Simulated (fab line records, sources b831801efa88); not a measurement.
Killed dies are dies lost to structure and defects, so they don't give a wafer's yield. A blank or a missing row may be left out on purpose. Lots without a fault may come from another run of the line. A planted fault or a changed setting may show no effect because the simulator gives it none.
Which tool did it? | flow gf180mcu | 7 lots, 21 wafers sampled, at 2 steps of a route of 602

WHAT THE GAUGES READ, wafer by wafer
GF_HV_LDD_RS_MEAS_53: measures by four-point-probe.
lot  | measured     | on            | HV_LDD_RS (ohm/sq)
L713 | day 14 23:10 | film_metro-02 | 418.9 417.9 418.6
L716 | day 15 22:25 | film_metro-03 | 419.2 419.5 420.2
L718 | day 16 16:43 | film_metro-04 | 419.2 417.8 419.5
L720 | day 17 10:04 | film_metro-03 | 419.6 418.7 419.2
L722 | day 17 21:33 | film_metro-03 | 418.5 418.0 418.3
L729 | day 20 01:01 | film_metro-02 | 416.2 414.6 414.3
L733 | day 21 09:41 | film_metro-03 | 419.8 419.1 419.7

WHICH TOOL RAN EACH LOT (tool, then ch and the chambers of the sampled wafers, then the start)
lot  | GF_HV_LDD_RTA_52
L713 | rtp_anneal-01 ch 0, day 14 23:05
L716 | rtp_anneal-02 ch 0, day 15 22:21
L718 | rtp_anneal-01 ch 0, day 16 16:39
L720 | rtp_anneal-02 ch 0, day 17 09:59
L722 | rtp_anneal-02 ch 0, day 17 21:29
L729 | rtp_anneal-02 ch 0, day 20 00:56
L733 | rtp_anneal-01 ch 0, day 21 09:37
- GF_HV_LDD_RTA_52: time 10 s.

THE ANSWER, worked out from the rows above alone
Rule: what is usual is taken from the lots themselves. Put in order of their means at a reading, lots are off if they are a third of the lots or fewer, leave a main group of 4 or more, and stand apart from it by a gap of 3 or more times the standard deviation of the main group's means; of several such gaps the widest counts. A main group whose means are all the same, to the digits that the tables above print for the reading, isn't used. A lot without any number at a reading at which 4 lots or more have one is off too. The other lots that the step has rows for count as sound.
Off: L729, at GF_HV_LDD_RS_MEAS_53 (HV_LDD_RS). The main group: mean 419.0 ohm/sq, standard deviation 0.51.
A tool fits if, at a process step before that reading, it ran every lot that is off, and no sound lot after the first of them. The gauges at GF_HV_LDD_RS_MEAS_53 are tried like those tools. Can't be told from this: 2 tools fit, rtp_anneal-02 at GF_HV_LDD_RTA_52, film_metro-02 at GF_HV_LDD_RS_MEAS_53.

WHAT THE SIMULATOR HAD PUT IN
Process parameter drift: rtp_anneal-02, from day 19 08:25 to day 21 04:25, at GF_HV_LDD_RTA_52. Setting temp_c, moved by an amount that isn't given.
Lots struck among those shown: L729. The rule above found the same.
